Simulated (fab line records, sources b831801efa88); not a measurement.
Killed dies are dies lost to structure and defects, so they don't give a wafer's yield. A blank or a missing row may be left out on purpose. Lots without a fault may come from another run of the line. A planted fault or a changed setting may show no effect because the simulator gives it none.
fab line records | flow gf180mcu
record lots=6 wafers=17 last_day=34
route steps=602 shown STI@2
lots that met no fault: from a run of the same line without faults
start_h: hours from the record's first day to the start of the lot's first wafer shown | wait_h: hours since the lot's step before | " the same as in the row above | L1.1+2: a row that stands for several wafers | - no value, or no start given | * or withheld: withheld | < > ~ a bound
route shown NAME@n: a module of which the file shows steps, and the number in the route of the first | usual: mean/standard deviation of fault-free wafers | same: alike in all rows | chamber/n: place in a boat | sites: the reading at each site | _std_site: their standard deviation | _edge_site: outer sites' mean less inner sites' | radius_mm: how far each site lies from the wafer's centre | mask NAME#n: copy n | behind: the tool/chamber that last shaped the wafer | hold: why the lot was held/for how many hours/how that ended | device: the transistor (n, p or np) that didn't switch | end of line: the same wafers' tests at the end of the route | a step without rows: its recipe alone | killed: dies lost to structure and defects at the first sort, not the wafer's yield | map: a wafer's dies, x killed, . not, _ none there
set.NAME: the setting as run; set.NAME@STEP: as run at that earlier step | model.NAME: the simulator's own value behind a step, which no gauge read
lots at some steps of the route; a table a step, a row a wafer
services: from which hour (start_h, from the record's first day; less than 0 if before it) a tool's chamber was out of use, for how many hours, and why
## steps
# step GF_STI_OXIDATION_01
# recipe temp_c=900 ambient=O2 stabilise_s=600 purge_s=300 target_thk_a=100 ox_time_s=1418
# step GF_STI_THK_MEAS_02
# recipe reads=SiO2_of_STI_OXIDATION_01
# usual STI_OXIDATION_THK=9.90/0.29
# columns lot.wafer tool chamber start_h wait_h STI_OXIDATION_THK[nm]
L480.3 film_metro-01 - 36.53 0.0 10.48
L480.4 " - " " 10.27
L480.5 " - " " 10.54
L483.4 film_metro-04 - 51.54 0.0 9.98
L483.5 " - " " 9.89
L483.6 " - " " 10.03
L485.1 film_metro-04 - 61.51 0.0 9.87
L485.3 " - " " 9.97
L485.5 " - " " 9.93
L486.1 film_metro-02 - 66.51 0.0 10.22
L486.2 " - " " 10.33
L486.3 " - " " 10.46
L487.1 film_metro-01 - 72.12 0.0 9.59
L487.4 " - " " 9.78
L497.2 film_metro-01 - 121.52 0.0 9.50
L497.3 " - " " 9.53
L497.6 " - " " 9.43
# step GF_STI_CVD_03
# recipe material=Si3N4 precursor=DCS/NH3 target_thk_nm=207.16 temp_c=770 time_s=3551 pressure_mtorr=250
# step GF_STI_THK_MEAS_04
# recipe reads=Si3N4_of_STI_CVD_03
# usual STI_CVD_03_THK=206.9/2.4
# columns lot.wafer tool chamber start_h wait_h STI_CVD_03_THK[nm]
L480.3 film_metro-01 - 38.58 0.0 205.6
L480.4 " - " " 206.9
L480.5 " - " " 208.5
L483.4 film_metro-04 - 53.59 0.0 205.1
L483.5 " - " " 207.6
L483.6 " - " " 207.2
L485.1 film_metro-01 - 63.56 0.0 210.7
L485.3 " - " " 210.0
L485.5 " - " " 211.6
L486.1 film_metro-02 - 68.56 0.0 206.4
L486.2 " - " " 205.6
L486.3 " - " " 207.2
L487.1 film_metro-02 - 74.17 0.0 204.7
L487.4 " - " " 206.3
L497.2 film_metro-04 - 123.57 0.0 204.5
L497.3 " - " " 204.3
L497.6 " - " " 205.6
# step GF_STI_DEHYDRATE_05
# recipe temp_c=200 time_s=60
# step GF_STI_HMDS_06
# recipe prime_time_s=60 prime_temp_c=120
# step GF_STI_COAT_07
# recipe resist=KrF spin_rpm=withheld resist_thk_nm=700
# step GF_STI_SOFTBAKE_08
# recipe temp_c=130 time_s=60 resist=KrF
# step GF_STI_EXPOSE_09
# recipe mask_id=COMP target_cd_nm=220 na=0.68 source_shape=conventional sigma_outer=0.6 dose_mj=28
# step GF_STI_PEB_10
# recipe peb_temp_c=135 peb_time_s=90 resist=KrF
# step GF_STI_DEVELOP_11
# recipe develop_time_s=60 dev_temp_c=21
# step GF_STI_CD_MEAS_12
# recipe target_cd_nm=220
# usual cd_nm=220.3/1.5
# columns lot.wafer tool chamber start_h wait_h cd_nm
L480.3 cd_sem-01 - 50.67 0.1 217.2
L480.4 " - " " 218.4
L480.5 " - " " 217.8
L483.4 cd_sem-01 - 66.45 0.1 217.7
L483.5 " - " " 218.9
L483.6 " - " " 219.1
L485.1 cd_sem-01 - 76.10 0.1 221.3
L485.3 " - " " 220.1
L485.5 " - " " 218.9
L486.1 cd_sem-02 - 81.30 0.1 219.8
L486.2 " - " " 219.4
L486.3 " - " " 218.6
L487.1 cd_sem-02 - 87.64 0.1 220.8
L487.4 " - " " 220.3
L497.2 cd_sem-01 - 137.75 0.1 220.2
L497.3 " - " " 220.2
L497.6 " - " " 220.8
# step GF_STI_ETCH_13
# recipe chemistry=CHF3/O2 stop_on=Si over_etch_frac=0.3 target_depth_a=2823.1 source_w=600 bias_w=200 pressure_mtorr=40 chf3_flow_sccm=50 O2_flow_sccm=5 time_s=112.9
# usual drypump_motor_current_A=5.6/0.37 oes_product_au=0.832/0.0067 run_length_s=141.5/0.44 throttle_valve_pct=8.809/0.0092
# columns lot.wafer tool chamber start_h wait_h drypump_motor_current_A oes_product_au rf_hours_counter_h run_length_s throttle_valve_pct model.KrF_of_STI_COAT_07.thk_nm
L480.3 rie_diel-02 0 50.75 0.1 6.3 0.836 51 141.5 8.804 437.9
L480.4 " 1 " " 5.2 0.832 136 141.6 8.817 436.6
L480.5 " 0 " " 6.3 0.825 - 141.6 8.834 436.4
L483.4 rie_diel-01 3 66.51 0.0 5.4 0.829 146 141.8 8.802 448.1
L483.5 " 0 " " 5.8 0.834 - 140.9 8.814 445.9
L483.6 " 1 " " 5.5 0.833 - 141.8 8.813 444
L485.1 rie_diel-04 3 76.22 0.1 5.7 0.845 15 142.1 8.817 443.3
L485.3 " 0 " " 5.4 0.832 153 141.5 8.812 443.5
L485.5 " 3 " " 5.7 0.848 - 141.8 8.821 442.8
L486.1 rie_diel-01 3 81.42 0.1 5.4 0.790 146 153.5 8.800 410.8
L486.2 " 2 " " 5.8 0.828 10 141.7 8.811 436.1
L486.3 " 0 " " 5.8 0.828 3 141.0 8.807 435
L487.1 rie_diel-01 3 87.76 0.1 5.5 0.791 146 153.7 8.791 413.1
L487.4 " 0 " " 5.7 0.791 3 152.3 8.785 413.2
L497.2 rie_diel-02 3 137.85 0.1 6.5 0.828 89 141.8 8.823 436.4
L497.3 " 0 " " 6.3 0.835 53 141.6 8.813 442.7
L497.6 " 0 " " 6.3 0.832 - 141.6 8.815 443.2
# step GF_STI_ETCH_14
# recipe target=Si chemistry=HBr/Cl2/O2 target_depth_nm=360 icp_w=600 bias_w=150 pressure_mtorr=15 HBr_flow_sccm=150 Cl2_flow_sccm=40 O2_flow_sccm=6 time_s=102.9
# usual drypump_motor_current_A=5.7/0.31 he_backside_leak_sccm=2.8/0.31 oes_product_au=0.999/0.0079 run_length_s=131.2/0.44 throttle_valve_pct=25.657/0.01
# same time_s=102.9
# columns lot.wafer tool chamber start_h wait_h drypump_motor_current_A he_backside_leak_sccm oes_product_au rf_hours_counter_h run_length_s throttle_valve_pct model.KrF_of_STI_COAT_07.thk_nm
L480.3 rie_si-01 1 50.83 0.0 6.1 2.9 1.000 35 130.7 25.669 318.9
L480.4 " 2 " " 5.8 2.6 1.003 - 131.2 25.656 316.2
L480.5 " 1 " " 6.2 3.0 0.991 - 130.7 25.664 317.4
L483.4 rie_si-01 0 66.63 0.1 5.1 2.5 1.008 - 131.3 25.648 326.1
L483.5 " 2 " " 5.8 2.8 1.004 - 131.0 25.645 325.3
L483.6 " 1 " " 6.1 2.8 0.994 - 130.7 25.638 324.8
L485.1 rie_si-01 0 76.30 0.0 5.1 2.5 0.998 77 130.9 25.667 322.8
L485.3 " 2 " " 5.9 2.8 1.006 14 130.8 25.660 323.7
L485.5 " 3 " " 5.7 2.6 0.996 - 130.9 25.662 323.1
L486.1 rie_si-02 3 81.50 0.0 5.3 2.6 0.997 58 131.7 25.669 291.9
L486.2 " 2 " " 5.6 2.8 0.985 2 131.7 25.666 317.6
L486.3 " 0 " " 5.8 2.8 0.987 102 131.3 25.679 315.7
L487.1 rie_si-02 2 87.84 0.0 5.6 2.8 0.996 2 131.6 25.667 293.9
L487.4 " 1 " " 5.9 2.6 0.995 139 131.9 25.660 294.1
L497.2 rie_si-01 1 137.93 0.0 6.1 2.9 1.001 36 130.9 25.651 317
L497.3 " 2 " " 5.9 2.6 0.995 15 130.8 25.648 321.8
L497.6 " 3 " " 5.6 2.7 1.009 - 130.8 25.664 322.6
# step GF_STI_STRIP_15
# recipe chemistry=O2/N2 power_w=1400 pressure_mtorr=1500 platen_temp_c=250 o2_flow_sccm=3000 n2_flow_sccm=300 overash_fraction=0.5
# usual drypump_motor_current_A=5.7/0.63 heater_power_w=324/21 oes_product_au=0.384/0.0048 strip_time_to_endpoint_s=3.73/0.04
# columns lot.wafer tool chamber start_h wait_h drypump_motor_current_A heater_power_w oes_product_au rf_hours_counter_h strip_time_to_endpoint_s
L480.3 plasma_asher-04 0 50.93 0.1 5.9 279 0.391 - 3.73
L480.4 " 1 " " 5.1 320 0.383 - 3.68
L480.5 " 1 " " 5.1 318 0.385 - 3.70
L483.4 plasma_asher-02 1 66.70 0.0 5.0 349 0.391 - 3.79
L483.5 " 0 " " 5.3 321 0.380 - 3.79
L483.6 " 1 " " 5.0 355 0.386 - 3.77
L485.1 plasma_asher-03 1 76.37 0.0 6.7 341 0.393 38 3.75
L485.3 " 0 " " 6.1 328 0.386 - 3.77
L485.5 " 0 " " 6.1 329 0.387 - 3.76
L486.1 plasma_asher-03 1 81.57 0.0 6.7 335 0.371 38 3.44
L486.2 " 0 " " 6.1 319 0.386 38 3.70
L486.3 " 1 " " 6.7 337 0.374 - 3.68
L487.1 plasma_asher-02 0 87.91 0.0 5.3 323 0.376 46 3.46
L487.4 " 0 " " 5.3 337 0.376 - 3.45
L497.2 plasma_asher-03 1 138.00 0.0 6.7 331 0.381 46 3.71
L497.3 " 0 " " 6.1 336 0.389 - 3.74
L497.6 " 0 " " 6.1 322 0.394 - 3.76
# step GF_STI_CLEAN_16
# recipe chemistry=dHF time_s=25 dilution=100:1
## services
# columns tool chamber start_h hours kind
rie_si-01 3 31.39 2.1 repair
rie_diel-01 2 32.10 26.0 repair
rie_si-01 3 33.45 - clean
rie_si-01 3 33.45 37.0 scheduled_down
rie_si-01 3 33.45 37.0 vent_cycle
plasma_asher-03 - 33.53 4.5 repair
plasma_asher-03 - 53.44 4.3 pm
rie_si-02 1 56.70 1.0 repair
rie_si-01 2 58.16 1.6 repair
plasma_asher-02 - 77.55 0.8 repair
rie_si-02 2 82.92 1.7 repair
rie_diel-01 1 88.50 - clean
rie_diel-01 1 88.50 14.6 scheduled_down
rie_diel-01 1 88.50 14.6 vent_cycle
plasma_asher-02 - 108.75 9.0 pm
plasma_asher-02 0 108.75 9.0 vent_cycle
plasma_asher-02 1 108.75 9.0 vent_cycle
rie_si-01 3 115.28 8.5 repair
rie_si-02 3 115.62 2.4 repair
plasma_asher-02 0 117.75 - clean
plasma_asher-02 1 117.75 - clean
plasma_asher-02 - 119.67 28.1 pm
rie_si-02 1 131.72 - clean
rie_si-02 1 131.72 24.5 scheduled_down
## key
first_sign step=GF_STI_ETCH_13 reading=run_length_s direction=up sigmas=26 usual=* struck=*
effect step=GF_STI_ETCH_13 reading=oes_product_au direction=down sigmas=6.2 usual=0.832 struck=0.790
effect step=GF_STI_STRIP_15 reading=strip_time_to_endpoint_s direction=down sigmas=6.9 usual=* struck=*
model_effect step=GF_STI_ETCH_13 value=KrF_of_STI_COAT_07.thk_nm without=437.7 struck=412.4
model_effect step=GF_STI_ETCH_14 value=KrF_of_STI_COAT_07.thk_nm without=318.7 struck=293.3
met_at GF_STI_ETCH_13
struck_wafers L486.1,L487.1,L487.4
sort_left_out L487.1,L487.4
tester_left_out L486,L487
onset_between 66.51 81.42
fault kind=process_parameter_drift tool=rie_diel-01 chamber=- onset_h=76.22 steps=GF_STI_ETCH_13 channel=time_s offset=* shape=step end_h=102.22 scope=struck_wafers_only acts_in=* stated=*
# tester_left_out: of these lots the tester's yield and bins aren't shown, on N5 and GAA mostly nor the transistor test; their killed dies are dies lost to structure and defects alone, not to doping, threshold or leakage, so they don't give the yield
# sort_left_out: the simulated sort isn't trusted on such a fault, so these wafers' sort isn't shown, and their yield isn't known
